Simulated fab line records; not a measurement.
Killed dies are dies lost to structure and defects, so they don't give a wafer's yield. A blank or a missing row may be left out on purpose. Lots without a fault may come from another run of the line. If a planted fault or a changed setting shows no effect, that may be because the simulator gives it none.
Code-filled problem report in 8D (eight disciplines) form + flow gf180mcu + the parts of the form that need people (team, actions taken, sign-off) are left out

== 1. THE ISSUE ==
Wafers free of any fault read 1579 (standard deviation 13) for NWELL_TW at GF_NWELL_TW_MEAS_11, against a mean of 1445 on 6 wafers of 2 lots. That is -10 standard deviations from the usual mean.
First observed at day 5 13:27: wafer L420.4, on film_metro-03. The record has a number at this step for 33 wafers belonging to 11 lots. Rule for "out" (also "out of limits"): further than 4 standard deviations from the usual mean. All remaining wafers that have a number are taken as sound.

== 2. WHAT THIS IS AND IS NOT ==
| question                    | is                           | is not                                                                                 |
|-----------------------------|------------------------------|----------------------------------------------------------------------------------------|
| which readings at this step | NWELL_TW                     | -                                                                                      |
| which lots                  | L420, L421                   | L410, L412, L415, L416, L419, L427, L428, L430, L433                                   |
| which wafers of those lots  | all that have a number       | -                                                                                      |
| read on which gauges        | film_metro-01, film_metro-03 | film_metro-04                                                                          |
| when                        | from day 5 13:27             | up to then (15 sound wafers); but 12 sound wafers of L427, L428, L430, L433 came after |

== 3. SUSPECTS, AND WHAT RULES EACH OUT ==
Counting: a tool at a process step up to the reading stays a suspect if it ran every lot that is out and no sound lot after the first of them.
- ruled out: the gauge at GF_NWELL_TW_MEAS_11. Those wafers that are out were read across 2 gauges (film_metro-01, film_metro-03).
- implanter-03 at GF_NWELL_IMPLANT_08: ruled out as a lasting fault. Sound lots L433 ran on it after its first lot that is out, L420 (day 5 13:05).
Left after counting: nothing in the record.

== 4. THE CAUSE (what the simulator had put in) ==
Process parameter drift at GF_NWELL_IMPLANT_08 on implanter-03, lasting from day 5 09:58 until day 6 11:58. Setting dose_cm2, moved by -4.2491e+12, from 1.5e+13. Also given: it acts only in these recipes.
It was ruled out by counting, in error; the rule expects a fault to strike all lots run on its tool from its start on, and this fault did not.

== 5. THE EFFECT CHAIN, in route order ==
One row per reading whose mean, taken over the struck wafers that have a number, lies over 3 standard deviations from the usual. Only readings for which the record gives a usual standard deviation are gone through. hours: the time from each lot's start at the first step in this table that gives one to its start at this step, as a median over the lots. sigmas: the change in usual standard deviations.
| hours | step                     | reading            | usual        | on struck wafers | change      | sigmas      |
|-------|--------------------------|--------------------|--------------|------------------|-------------|-------------|
| 0     | GF_NWELL_IMPLANT_08      | dose_ions_cm2      | 1.5001e+13   | 1.0748e+13       | -4.2530e+12 | -99 or more |
| 0     | GF_NWELL_IMPLANT_08      | faraday_current_uA | 84.5         | 60.4             | -24.1       | -15         |
| 0     | GF_NWELL_TW_MEAS_11      | NWELL_TW           | 1579         | 1445             | -134        | -10         |
| 110   | GF_VT_IMPLANT_RS_MEAS_47 | NWELL_RS           | 486.6 ohm/sq | 582.2            | +95.6       | +87         |
Here are the process steps it includes:
- GF_NWELL_IMPLANT_08

== 6. HOW IT WOULD HAVE BEEN CAUGHT EARLIER ==
The first out-of-limits reading at a measuring or inspecting step in this record came at day 5 13:27, 3 hours after the fault's start at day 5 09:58.
Tool's own readings at GF_NWELL_IMPLANT_08, dose_ions_cm2, faraday_current_uA: out on all struck wafers the step has rows for; an alarm limit on them would have tripped on the first.
